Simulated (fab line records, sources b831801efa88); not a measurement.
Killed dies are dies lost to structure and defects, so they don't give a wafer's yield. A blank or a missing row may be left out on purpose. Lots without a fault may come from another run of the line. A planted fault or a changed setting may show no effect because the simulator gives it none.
Chamber matching | flow sfq_line | SFQ_TRILAYER_I1_VIA_ETCH_VIA_ETCH_052 on rie_diel-03: 4 sister chambers
The step etches SiO2 in CHF3, stops on Nb, target depth 260 nm. 14 wafers are shown with their chamber, then 7 later ones without.

WAFERS WITH THEIR CHAMBER
wafer  | chamber | rf_fwd_power_W (W) | oes_product_au (a.u.) | chamber_pressure_mTorr (mTorr)
L633.1 | 2       | 497.9              | 0.844                 | 29.985
L633.3 | 0       | 497.5              | 0.862                 | 29.996
L633.6 | 3       | 496.3              | 0.863                 | 30.002
L635.1 | 3       | 499.5              | 0.859                 | 29.992
L635.3 | 2       | 500.5              | 0.863                 | 29.981
L635.5 | 1       | 496.7              | 0.856                 | 30.001
L636.1 | 2       | 502.7              | 0.847                 | 30.029
L636.2 | 1       | 498.0              | 0.858                 | 30.005
L636.3 | 0       | 499.1              | 0.858                 | 29.985
L637.2 | 2       | 500.1              | 0.849                 | 30.010
L637.3 | 1       | 501.4              | 0.853                 | 30.036
L637.5 | 2       | 501.1              | 0.866                 | 30.002
L640.1 | 0       | 496.8              | 0.854                 | 30.027
L640.3 | 3       | 495.8              | 0.856                 | 30.004

SIGNATURES (means of the wafers above)
reading                | chamber 0 | chamber 1 | chamber 2 | chamber 3 | scatter within a chamber
rf_fwd_power_W         | 497.800   | 498.700   | 500.460   | 497.200   | 1.86
oes_product_au         | 0.85800   | 0.85567   | 0.85380   | 0.85933   | 0.00684
chamber_pressure_mTorr | 30.00267  | 30.01400  | 30.00140  | 29.99933  | 0.0181
Rule: a wafer's distance from a chamber is the root of the sum, over the readings, of the square of ((its reading less the chamber's mean) divided by the reading's scatter). The wafer belongs to the nearest chamber; if the next one is less than 2 further off, it can't be placed. The scatter: the root of (the sum of the squares of (reading less its chamber's mean) over the shown wafers, divided by (wafers less chambers)).

WAFERS WITHOUT THEIR CHAMBER
wafer  | rf_fwd_power_W (W) | oes_product_au (a.u.) | chamber_pressure_mTorr (mTorr)
L640.6 | 498.9              | 0.856                 | 29.998
L643.2 | 497.8              | 0.854                 | 30.069
L643.5 | 497.0              | 0.851                 | 30.051
L643.6 | 499.2              | 0.850                 | 30.016
L652.1 | 498.8              | 0.855                 | 30.017
L652.4 | 497.5              | 0.856                 | 29.997
L652.5 | 496.6              | 0.854                 | 29.969

WHICH CHAMBER EACH WENT THROUGH
wafer  | from the rows above               | in truth
L640.6 | can't be placed: 0 or 1 or 2 or 3 | 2
L643.2 | can't be placed: 1 or 0 or 3 or 2 | 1
L643.5 | can't be placed: 1 or 0 or 3 or 2 | 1
L643.6 | can't be placed: 1 or 2 or 0 or 3 | 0
L652.1 | can't be placed: 1 or 0 or 2 or 3 | 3
L652.4 | can't be placed: 0 or 3 or 1 or 2 | 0
L652.5 | can't be placed: 3 or 0 or 2 or 1 | 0
Placed correctly: 0 of 7. Can't be placed from these rows: 7 (the true chamber is among the candidates in 7). Placed wrongly: 0.
